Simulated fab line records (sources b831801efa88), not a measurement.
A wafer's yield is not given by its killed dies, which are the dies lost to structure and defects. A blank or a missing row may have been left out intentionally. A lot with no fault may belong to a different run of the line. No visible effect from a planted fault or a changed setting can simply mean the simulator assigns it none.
The tool behind it: which one?	flow gf180mcu	24 lots, 72 wafers sampled, at 3 steps of a route of 602

## WHAT EACH GAUGE READ, for each wafer
GF_V3_BOW_MEAS_05.
lot	measured	on	V3_BOW (um)
L074	day 21 07:47	film-metro-03	117 116 103
L075	day 21 12:45	film-metro-02	124 102 98
L076	day 22 03:10	film-metro-01	101 113 117
L077	day 22 15:32	film-metro-02	119 114 116
L078	day 23 01:58	film-metro-03	101 113 117
L079	day 23 08:01	film-metro-03	115 114 123
L081	day 24 01:12	film-metro-01	125 117 118
L080	day 24 03:00	film-metro-02	101 115 118
L082	day 24 12:22	film-metro-02	118 96 113
L083	day 24 17:13	film-metro-01	105 122 130
L084	day 25 06:12	film-metro-01	136 125 120
L085	day 25 09:49	film-metro-02	126 118 118
L086	day 25 15:27	film-metro-01	124 114 116
L087	day 26 04:18	film-metro-01	112 143 115
L088	day 26 08:08	film-metro-03	115 124 119
L089	day 26 14:39	film-metro-02	123 124 128
L090	day 27 00:21	film-metro-01	128 113 113
L091	day 27 04:01	film-metro-03	118 124 117
L092	day 27 10:55	film-metro-03	108 96 121
L093	day 27 15:59	film-metro-02	113 103 114
L094	day 28 01:13	film-metro-01	127 125 125
L095	day 28 11:47	film-metro-02	125 125 130
L096	day 28 16:14	film-metro-01	116 126 118
L097	day 28 19:40	film-metro-02	116 120 116

GF_V4_RS_MEAS_24: a four-point-probe measurement.
lot	measured	on	V4_W_RS (ohm/sq)
L074	day 24 08:22	film-metro-04	0.330 0.332 0.332
L075	day 24 12:22	film-metro-03	0.326 0.330 0.326
L076	day 25 02:12	film-metro-03	0.331 0.323 0.330
L077	day 25 13:44	film-metro-04	0.328 0.325 0.330
L078	day 25 23:50	film-metro-03	0.327 0.330 0.325
L079	day 26 04:53	film-metro-03	0.320 0.322 0.323
L081	day 26 21:11	film-metro-03	0.329 0.322 0.331
L080	day 27 00:28	film-metro-03	0.330 0.329 0.331
L082	day 27 08:19	film-metro-02	0.327 0.319 0.332
L083	day 27 11:38	film-metro-04	0.330 0.332 0.331
L084	day 27 23:38	film-metro-03	0.328 0.333 0.333
L085	day 28 03:23	film-metro-03	0.323 0.330 0.329
L086	day 28 08:22	film-metro-02	0.326 0.325 0.328
L087	day 28 20:52	film-metro-04	0.327 0.327 0.325
L088	day 29 00:49	film-metro-04	0.329 0.333 0.326
L089	day 29 06:16	film-metro-04	0.328 0.330 0.332
L090	day 29 15:37	film-metro-02	0.321 0.329 0.328
L091	day 29 17:59	film-metro-03	0.330 0.327 0.329
L092	day 30 01:30	film-metro-04	0.333 0.330 0.332
L093	day 30 06:12	film-metro-04	0.329 0.331 0.328
L094	day 30 14:35	film-metro-04	0.328 0.326 0.328
L095	day 30 23:50	film-metro-04	0.328 0.325 0.329
L096	day 31 03:38	film-metro-03	0.337 0.324 0.321
L097	day 31 06:52	film-metro-02	0.321 0.323 0.331

## WHAT TOOL EACH LOT RAN ON (gives the tool, then ch and the chambers of the sampled wafers, and finally the start)
lot	GF_CONTACT_STRIP_18
L074	plasma-asher-01 ch 0,1, day 16 00:37
L075	plasma-asher-03 ch 0,1, day 16 05:43
L076	plasma-asher-04 ch 0,1, day 16 19:37
L077	plasma-asher-01 ch 0,1, day 17 06:40
L078	plasma-asher-03 ch 0,1, day 17 17:40
L079	plasma-asher-01 ch 0,1, day 17 23:37
L081	plasma-asher-04 ch 0,1, day 18 18:37
L080	plasma-asher-03 ch 0,1, day 18 19:55
L082	plasma-asher-03 ch 0,1, day 19 05:52
L083	plasma-asher-01 ch 0,1, day 19 12:31
L084	plasma-asher-04 ch 0,1, day 20 00:04
L085	plasma-asher-01 ch 0,1, day 20 06:31
L086	plasma-asher-04 ch 0,1, day 20 13:41
L087	plasma-asher-04 ch 0,1, day 21 02:41
L088	plasma-asher-03 ch 0,1, day 21 06:40
L089	plasma-asher-04 ch 0, day 21 16:37
L090	plasma-asher-04 ch 0,1, day 22 00:19
L091	plasma-asher-03 ch 0,1, day 22 07:09
L092	plasma-asher-03 ch 0,1, day 22 13:37
L093	plasma-asher-04 ch 0,1, day 22 20:33
L094	plasma-asher-04 ch 0,1, day 23 06:24
L095	plasma-asher-03 ch 0,1, day 23 17:45
L096	plasma-asher-03 ch 0, day 24 00:12
L097	plasma-asher-04 ch 0,1, day 24 05:06
- GF_CONTACT_STRIP_18: strips in O2/N2.

## WHAT THE TOOLS THEMSELVES READ (means of the sampled wafers that have a number; where no wafer has one, the mark that the record gives instead)
GF_CONTACT_STRIP_18.
lot	tool	drypump-motor-current-A (A)	heater-power-w (W)	n2-flow-sccm (sccm)	oes-product-au (a.u.)
L074	plasma-asher-01	6.56	359	300.4	0.580
L075	plasma-asher-03	6.05	338	301.4	0.591
L076	plasma-asher-04	6.30	362	300.5	0.586
L077	plasma-asher-01	6.53	372	299.4	0.581
L078	plasma-asher-03	6.14	321	299.8	0.584
L079	plasma-asher-01	6.54	356	300.0	0.581
L081	plasma-asher-04	6.30	372	299.5	0.577
L080	plasma-asher-03	6.03	341	300.3	0.577
L082	plasma-asher-03	6.15	316	299.7	0.582
L083	plasma-asher-01	6.54	360	299.3	0.579
L084	plasma-asher-04	6.29	374	300.2	0.577
L085	plasma-asher-01	6.53	365	300.7	0.581
L086	plasma-asher-04	6.30	376	297.9	0.583
L087	plasma-asher-04	6.31	374	299.9	0.580
L088	plasma-asher-03	6.04	343	299.8	0.578
L089	plasma-asher-04	6.29	360	299.7	0.580
L090	plasma-asher-04	6.29	364	300.6	0.582
L091	plasma-asher-03	6.04	341	300.2	0.579
L092	plasma-asher-03	6.15	321	300.6	0.578
L093	plasma-asher-04	6.28	362	300.2	0.577
L094	plasma-asher-04	6.29	379	299.3	0.584
L095	plasma-asher-03	6.13	320	300.0	0.581
L096	plasma-asher-03	5.93	360	300.0	0.583
L097	plasma-asher-04	6.31	375	300.3	0.580

## THE ANSWER, worked out from the rows above alone
Rule: the lots themselves supply what counts as usual. The widest of any qualifying gaps counts: lots, ordered by their means at a reading, are off when they make up no more than a third of the lots, leave a main group of 4 or more, and stand apart from it by 3 or more times the standard deviation of that group's means. A main group whose means are all the same, to the digits that the tables above print for the reading, isn't used. A lot without any number at a reading at which 4 lots or more have one is off too. Any other lot the step has rows for is counted as sound. After the gauges, taken in route order, come the tools' own readings; for these a lot's mean is taken, as printed above. At the first step where some lot is off, the reading lying furthest off is the one used; lots without a number count as furthest.
Across all readings shown, no lot is off: no conclusion can be drawn from this.

## WHAT WAS PUT IN BY THE SIMULATOR
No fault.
